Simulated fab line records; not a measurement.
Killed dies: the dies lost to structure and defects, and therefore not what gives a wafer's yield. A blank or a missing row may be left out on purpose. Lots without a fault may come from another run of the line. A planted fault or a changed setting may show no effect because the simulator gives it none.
fab line records -- flow gf180mcu
record: lots: 12, wafers: 36, lastDay: 33
route steps=602 shown STI@30 HV_LDD@196 SAB@275 SALICIDE@284
lots untouched by any fault: they come from a run of this same line in which no faults occurred
startH: hours from the record's first day to the start of the lot's first wafer shown -- waitH: time in hours since the lot's previous step -- " repeats the value in the row above -- L1.1+2: a single row standing in for several wafers -- - no value, or no start was given -- * or withheld: withheld -- < > ~ a bound
route shown NAME@n: NAME is a module with steps in the file, n the number in the route of the first one -- usual: average and standard deviation across the fault-free wafers -- same: alike in all rows -- chamber/n: place in a boat -- sites: readings site by site -- _std_site: the standard deviation of these -- _edge_site: the outer-site mean with the inner-site mean subtracted -- radiusMm: for every site, how far away it sits from the centre of the wafer -- mask NAME#n: copy n -- behind: the tool/chamber that last shaped the wafer -- hold: the reason the lot was held/the length of the hold in hours/how it ended -- device: which transistor (n, p or np) failed to switch -- end of line: the tests these same wafers got at the end of their route -- a step with no rows: only its recipe -- killed: dies that structure and defects cost at the first sort, which is not the same as the wafer's yield -- map: per-die view of a wafer (x killed, . not killed, _ where there is no die)
set.NAME: the setting as run; set.NAME@STEP: as run at that earlier step -- model.NAME: the simulator's own value behind a step, which no gauge read
a sample of lots followed through the steps of the route, with each step as a table and each wafer as a row
services: the hour from which a tool's chamber was out of use, counted from the record's first day as startH (under 0 if before that day), plus the number of hours and why
== steps ==
step: GF_STI_OXIDATION_29
recipe: tempC: 900, ambient: O2, stabiliseS: 600, purgeS: 300, targetThkA: 100, oxTimeS: 1418
usual: spikeTcBottomC: 918.8/2.2, spikeTcCentreC: 899.3/1.1, spikeTcLowerC: 900.6/0.91, spikeTcTopC: 909.1/2, spikeTcUpperC: 898.3/1.1, tubeCenterTempC: 900/0.08, tube_center_temp_C_max: 902.3/0.37, zonePowerCentrePct: 17.1/1.2
lot.wafer,tool,chamber,startH,waitH,spikeTcBottomC,spikeTcCentreC,spikeTcLowerC,spikeTcTopC,spikeTcUpperC,tubeCenterTempC,tube_center_temp_C_max,zonePowerCentrePct
L738.3,furnace-02,0,31.72,0.0,919.8,899.5,901.6,912.8,900.1,900.04,901.9,18.0
L738.4,furnace-02,0,31.72,0.0,920.1,899.1,901.4,911.0,899.4,900,902.2,17.8
L738.6,furnace-02,0,31.72,0.0,922.4,898.5,899.8,909.4,899.0,899.91,901.9,17.9
L739.2,furnace-02,0,34.67,1.0,920.8,899.5,900.8,912.1,898.7,900.14,901.9,18.0
L739.4,furnace-02,0,34.67,1.0,920.4,899.6,901.3,911.2,898.0,899.89,902.0,17.7
L739.5,furnace-02,0,34.67,1.0,919.1,899.6,900.2,910.6,897.4,900.12,902.4,18.1
L740.4,furnace-02,0,39.12,0.2,921.2,899.5,901.3,910.7,897.8,899.97,902.1,17.9
L740.5,furnace-02,0,39.12,0.2,920.2,901.5,900.8,910.4,897.9,900.02,902.7,18.0
L740.6,furnace-02,0,39.12,0.2,919.8,900.0,900.2,910.6,900.4,899.96,902.4,18.1
L741.3,furnace-01,0,43.71,0.0,918.2,898.4,900.1,907.6,897.3,900,902.2,16.1
L741.4,furnace-01,0,43.71,0.0,918.0,898.5,900.8,908.1,899.1,900.12,902.1,15.8
L741.6,furnace-01,0,43.71,0.0,918.3,900.3,898.7,905.6,897.6,900.16,903.0,15.7
L742.1,furnace-02,0,48.80,0.0,919.6,900.6,899.9,911.6,897.1,900.09,902.3,18.0
L742.2,furnace-02,0,48.80,0.0,921.6,898.3,900.3,910.4,898.4,899.98,901.9,18.0
L742.4,furnace-02,0,48.80,0.0,920.1,899.6,900.0,909.7,900.1,899.91,902.7,18.2
L744.2,furnace-01,0,59.71,0.0,916.7,899.1,900.0,907.1,897.9,899.93,902.3,15.6
L744.4,furnace-01,0,59.71,0.0,915.6,898.4,899.1,903.4,898.3,900.01,902.7,15.6
L744.5,furnace-01,0,59.71,0.0,915.6,897.7,901.5,906.3,896.2,899.95,902.7,15.7
L745.1,furnace-02,0,64.05,0.0,920.0,897.8,899.8,911.2,898.7,900.07,903.0,18.1
L745.5,furnace-02,0,64.05,0.0,920.5,899.2,899.9,911.3,899.8,900.09,902.1,18.1
L745.6,furnace-02,0,64.05,0.0,921.1,899.8,900.4,911.1,898.6,899.91,902.2,18.0
L746.1,furnace-02,0,69.88,0.0,920.7,899.3,898.9,909.1,899.6,900,902.2,18.1
L746.2,furnace-02,0,69.88,0.0,919.5,898.4,900.9,912.0,897.1,900.04,902.0,18.1
L746.6,furnace-02,0,69.88,0.0,918.5,900.1,901.3,909.3,899.1,900.01,901.9,17.6
L747.2,furnace-02,0,75.08,0.0,921.3,898.6,901.6,910.1,897.8,900.01,902.0,18.0
L747.3,furnace-02,0,75.08,0.0,921.2,898.0,900.7,911.6,895.8,900.03,903.3,17.9
L747.5,furnace-02,0,75.08,0.0,922.0,900.3,900.4,910.4,896.9,900.01,902.0,18.1
L756.1,furnace-01,0,122.25,0.8,931.9,913.0,917.1,921.3,915.8,915.23,917.2,16.5
L756.3,furnace-01,0,122.25,0.8,931.5,914.4,914.1,921.1,913.3,915.25,917.8,16.2
L756.5,furnace-01,0,122.25,0.8,934.1,914.3,915.6,922.9,912.8,915.03,917.4,16.5
L757.2,furnace-01,0,126.86,0.0,932.4,913.7,915.9,922.3,912.5,915.22,917.9,16.2
L757.3,furnace-01,0,126.86,0.0,930.1,915.4,916.2,923.1,912.1,915.16,917.3,16.1
L757.5,furnace-01,0,126.86,0.0,931.7,914.2,915.7,922.8,914.2,915.13,916.9,16.4
L758.2,furnace-02,0,133.74,0.0,920.9,897.1,898.6,909.7,899.3,900.05,902.3,18.1
L758.4,furnace-02,0,133.74,0.0,921.1,899.6,900.8,911.1,897.6,899.97,902.5,18.0
L758.5,furnace-02,0,133.74,0.0,919.0,899.1,900.6,909.8,899.2,899.96,902.0,18.2
step: GF_STI_THK_MEAS_30
recipe: reads: SiO2_of_STI_OXIDATION_29
usual: STI_OXIDATION_02_THK: 9.97/0.17
lot.wafer,tool,chamber,startH,waitH,STI_OXIDATION_02_THK[nm]
L738.3,filmMetro-03,-,33.14,0.0,10.20
L738.4,filmMetro-03,-,33.14,0.0,10.11
L738.6,filmMetro-03,-,33.14,0.0,10.07
L739.2,filmMetro-01,-,36.08,0.0,9.80
L739.4,filmMetro-01,-,36.08,0.0,9.85
L739.5,filmMetro-01,-,36.08,0.0,9.81
L740.4,filmMetro-01,-,40.54,0.0,9.94
L740.5,filmMetro-01,-,40.54,0.0,9.86
L740.6,filmMetro-01,-,40.54,0.0,9.87
L741.3,filmMetro-02,-,45.13,0.0,9.67
L741.4,filmMetro-02,-,45.13,0.0,9.68
L741.6,filmMetro-02,-,45.13,0.0,9.65
L742.1,filmMetro-03,-,50.19,0.0,10.03
L742.2,filmMetro-03,-,50.19,0.0,10.05
L742.4,filmMetro-03,-,50.19,0.0,9.92
L744.2,filmMetro-02,-,61.12,0.0,10.10
L744.4,filmMetro-02,-,61.12,0.0,10.06
L744.5,filmMetro-02,-,61.12,0.0,9.96
L745.1,filmMetro-03,-,65.44,0.0,10.05
L745.5,filmMetro-03,-,65.44,0.0,10.10
L745.6,filmMetro-03,-,65.44,0.0,10.23
L746.1,filmMetro-03,-,71.28,0.0,10.20
L746.2,filmMetro-03,-,71.28,0.0,10.12
L746.6,filmMetro-03,-,71.28,0.0,10.14
L747.2,filmMetro-03,-,76.49,0.0,10.33
L747.3,filmMetro-03,-,76.49,0.0,10.10
L747.5,filmMetro-03,-,76.49,0.0,10.15
L756.1,filmMetro-03,-,123.64,0.0,11.77
L756.3,filmMetro-03,-,123.64,0.0,11.67
L756.5,filmMetro-03,-,123.64,0.0,11.80
L757.2,filmMetro-02,-,128.26,0.0,11.68
L757.3,filmMetro-02,-,128.26,0.0,11.97
L757.5,filmMetro-02,-,128.26,0.0,11.65
L758.2,filmMetro-02,-,135.14,0.0,10.15
L758.4,filmMetro-02,-,135.14,0.0,10.19
L758.5,filmMetro-02,-,135.14,0.0,9.99
step: GF_HV_LDD_OVL_MEAS_20
usual: HV_LDD_01_OVL: -1.1/1.2
lot.wafer,tool,chamber,startH,waitH,HV_LDD_01_OVL[nm]
L738.3,overlay-02,-,236.45,0.1,-2.2
L738.4,overlay-02,-,236.45,0.1,0.2
L738.6,overlay-02,-,236.45,0.1,1.6
L739.2,overlay-02,-,241.95,0.1,-2.4
L739.4,overlay-02,-,241.95,0.1,-1.1
L739.5,overlay-02,-,241.95,0.1,-2.0
L740.4,overlay-02,-,250.81,0.1,-1.5
L740.5,overlay-02,-,250.81,0.1,-1.7
L740.6,overlay-02,-,250.81,0.1,-2.7
L741.3,overlay-02,-,252.75,0.1,-0.6
L741.4,overlay-02,-,252.75,0.1,-1.5
L741.6,overlay-02,-,252.75,0.1,-1.0
L742.1,overlay-01,-,262.64,0.1,-1.6
L742.2,overlay-01,-,262.64,0.1,-2.3
L742.4,overlay-01,-,262.64,0.1,-1.8
L744.2,overlay-01,-,280.90,0.1,-1.8
L744.4,overlay-01,-,280.90,0.1,-2.3
L744.5,overlay-01,-,280.90,0.1,-0.9
L745.1,overlay-02,-,284.69,0.1,0.4
L745.5,overlay-02,-,284.69,0.1,-2.8
L745.6,overlay-02,-,284.69,0.1,-0.5
L746.1,overlay-02,-,294.42,0.1,0.2
L746.2,overlay-02,-,294.42,0.1,0.4
L746.6,overlay-02,-,294.42,0.1,1.3
L747.2,overlay-01,-,303.60,0.1,-2.5
L747.3,overlay-01,-,303.60,0.1,-2.6
L747.5,overlay-01,-,303.60,0.1,-3.2
L756.1,overlay-02,-,373.99,0.1,-1.8
L756.3,overlay-02,-,373.99,0.1,1.0
L756.5,overlay-02,-,373.99,0.1,-2.6
L757.2,overlay-02,-,379.30,0.1,-3.3
L757.3,overlay-02,-,379.30,0.1,-1.7
L757.5,overlay-02,-,379.30,0.1,-3.1
L758.2,overlay-01,-,388.14,0.1,-1.2
L758.4,overlay-01,-,388.14,0.1,-2.1
L758.5,overlay-01,-,388.14,0.1,-1.3
step: GF_SAB_ETCH_11
recipe: chemistry: C4F8/O2/Ar, maskMaterial: NOVOLAK, target: SiO2, targetDepthNm: 55, sourceW: 1500, biasW: 1200, pressureMtorr: 40, c4f8FlowSccm: withheld, O2_flow_sccm: 6, Ar_flow_sccm: 300, timeS: 8.5
usual: oesProductAu: 0.999/0.0092
lot.wafer,tool,chamber,startH,waitH,oesProductAu,rfHoursCounterH
L738.3,rieDiel-03,3,339.18,0.0,0.984,6
L738.4,rieDiel-03,0,339.18,0.0,0.987,64
L738.6,rieDiel-03,1,339.18,0.0,0.991,-
L739.2,rieDiel-03,2,345.46,0.0,1.002,75
L739.4,rieDiel-03,1,345.46,0.0,0.993,3
L739.5,rieDiel-03,0,345.46,0.0,0.990,-
L740.4,rieDiel-04,1,356.33,0.0,0.987,11
L740.5,rieDiel-04,2,356.33,0.0,1.020,-
L740.6,rieDiel-04,1,356.33,0.0,0.992,-
L741.3,rieDiel-04,1,358.52,0.0,0.989,11
L741.4,rieDiel-04,3,358.52,0.0,1.002,55
L741.6,rieDiel-04,1,358.52,0.0,0.997,-
L742.1,rieDiel-03,2,368.92,0.0,0.985,75
L742.2,rieDiel-03,1,368.92,0.0,0.991,4
L742.4,rieDiel-03,0,368.92,0.0,1.003,65
L744.2,rieDiel-01,2,392.02,0.0,0.987,15
L744.4,rieDiel-01,2,392.02,0.0,0.995,-
L744.5,rieDiel-01,1,392.02,0.0,1.010,-
L745.1,rieDiel-04,1,396.61,0.0,0.995,12
L745.5,rieDiel-04,3,396.61,0.0,0.990,-
L745.6,rieDiel-04,2,396.61,0.0,1.008,-
L746.1,rieDiel-03,2,408.13,0.0,0.993,76
L746.2,rieDiel-03,0,408.13,0.0,0.998,66
L746.6,rieDiel-03,3,408.13,0.0,0.995,-
L747.2,rieDiel-04,2,417.86,0.0,1.015,17
L747.3,rieDiel-04,1,417.86,0.0,0.992,12
L747.5,rieDiel-04,1,417.86,0.0,0.978,-
L756.1,rieDiel-03,2,499.97,0.0,0.994,78
L756.3,rieDiel-03,3,499.97,0.0,0.998,9
L756.5,rieDiel-03,0,499.97,0.0,0.991,-
L757.2,rieDiel-03,2,502.52,0.0,0.993,78
L757.3,rieDiel-03,3,502.52,0.0,0.981,9
L757.5,rieDiel-03,0,502.52,0.0,0.999,-
L758.2,rieDiel-04,2,512.00,0.0,1.002,19
L758.4,rieDiel-04,3,512.00,0.0,0.997,59
L758.5,rieDiel-04,2,512.00,0.0,1.015,-
step: GF_SALICIDE_RTA_06
recipe: tempC: 530, timeS: 30, ambient: N2
usual: lampPowerPct: 6.26/0.091, wafer_temp_C_max: 532.0/0.7
lot.wafer,tool,chamber,startH,waitH,lampPowerPct,wafer_temp_C_max
L738.3,rtpAnneal-02,0,339.86,0.1,6.18,531.2
L738.4,rtpAnneal-02,0,339.86,0.1,6.17,531.4
L738.6,rtpAnneal-02,0,339.86,0.1,6.16,531.0
L739.2,rtpAnneal-02,0,346.05,0.1,6.17,531.6
L739.4,rtpAnneal-02,0,346.05,0.1,6.18,531.5
L739.5,rtpAnneal-02,0,346.05,0.1,6.18,531.8
L740.4,rtpAnneal-01,0,356.95,0.1,6.35,532.9
L740.5,rtpAnneal-01,0,356.95,0.1,6.36,532.0
L740.6,rtpAnneal-01,0,356.95,0.1,6.36,531.9
L741.3,rtpAnneal-01,0,359.13,0.1,6.36,532.3
L741.4,rtpAnneal-01,0,359.13,0.1,6.35,531.6
L741.6,rtpAnneal-01,0,359.13,0.1,6.36,532.3
L742.1,rtpAnneal-01,0,369.50,0.1,6.35,532.3
L742.2,rtpAnneal-01,0,369.50,0.1,6.37,532.4
L742.4,rtpAnneal-01,0,369.50,0.1,6.36,532.4
L744.2,rtpAnneal-02,0,392.84,0.1,6.18,531.9
L744.4,rtpAnneal-02,0,392.84,0.1,6.18,531.7
L744.5,rtpAnneal-02,0,392.84,0.1,6.19,531.3
L745.1,rtpAnneal-02,0,397.18,0.1,6.18,531.2
L745.5,rtpAnneal-02,0,397.18,0.1,6.17,531.5
L745.6,rtpAnneal-02,0,397.18,0.1,6.17,531.5
L746.1,rtpAnneal-02,0,408.70,0.1,6.17,531.2
L746.2,rtpAnneal-02,0,408.70,0.1,6.18,531.1
L746.6,rtpAnneal-02,0,408.70,0.1,6.17,531.6
L747.2,rtpAnneal-01,0,418.44,0.1,6.36,531.8
L747.3,rtpAnneal-01,0,418.44,0.1,6.36,532.7
L747.5,rtpAnneal-01,0,418.44,0.1,6.36,532.5
L756.1,rtpAnneal-02,0,500.54,0.1,6.18,531.5
L756.3,rtpAnneal-02,0,500.54,0.1,6.17,531.5
L756.5,rtpAnneal-02,0,500.54,0.1,6.17,530.9
L757.2,rtpAnneal-01,0,503.11,0.1,6.37,532.3
L757.3,rtpAnneal-01,0,503.11,0.1,6.36,533.1
L757.5,rtpAnneal-01,0,503.11,0.1,6.35,532.4
L758.2,rtpAnneal-01,0,512.64,0.1,6.36,532.9
L758.4,rtpAnneal-01,0,512.64,0.1,6.36,533.7
L758.5,rtpAnneal-01,0,512.64,0.1,6.36,532.8
== services ==
tool,chamber,startH,hours,kind
rieDiel-04,3,19.64,5.3,repair
rieDiel-03,1,22.55,6.2,repair
rtpAnneal-02,-,55.15,3.9,pm
rieDiel-04,-,56.85,2.8,pm
rieDiel-03,3,58.83,5.3,repair
rieDiel-04,-,71.17,15.6,pm
furnace-02,-,81.17,4.5,pm
furnace-01,-,106.76,4.1,pm
furnace-02,-,112.07,3.2,pm
rieDiel-04,-,163.09,0.5,repair
furnace-01,-,170.17,3.3,pm
rieDiel-04,2,173.92,33.6,repair
rieDiel-04,1,195.72,11.1,repair
rieDiel-03,-,214.26,1.4,repair
furnace-02,-,249.89,3.2,pm
furnace-02,-,281.31,11.7,repair
rieDiel-04,1,305.51,5.2,repair
furnace-02,-,322.73,8.6,pm
rieDiel-04,2,348.50,3.7,repair
rtpAnneal-01,-,361.11,6.5,pm
furnace-02,-,393.62,3.3,pm
furnace-02,-,417.12,3.6,pm
rieDiel-03,0,434.27,5.7,repair
rieDiel-03,0,469.22,3.8,repair
== key ==
firstSign: step: GF_STI_OXIDATION_29, reading: tubeCenterTempC, direction: up, sigmas: 99+, usual: *, struck: *
effect: step: GF_STI_OXIDATION_29, reading: tube_center_temp_C_max, direction: up, sigmas: 40, usual: *, struck: *
effect: step: GF_STI_THK_MEAS_30, reading: STI_OXIDATION_02_THK, direction: up, sigmas: 11, usual: 9.97, struck: 11.76
metAt GF_STI_OXIDATION_29
struckLots L756,L757
testerLeftOut L756,L757
notActingAt GF_HV_LDD_OVL_MEAS_20,GF_SAB_ETCH_11,GF_SALICIDE_RTA_06
onsetBetween 59.71 122.25
fault: kind: processParameterDrift, tool: furnace-01, chamber: -, onsetH: 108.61, steps: GF_STI_OXIDATION_29, channel: tempC, offset: *, shape: step, endH: 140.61, actsIn: *, stated: *
testerLeftOut: of these lots the tester's yield and bins aren't shown, on N5 and GAA mostly nor the transistor test; their killed dies are dies lost to structure and defects alone, not to doping, threshold or leakage, so they don't give the yield
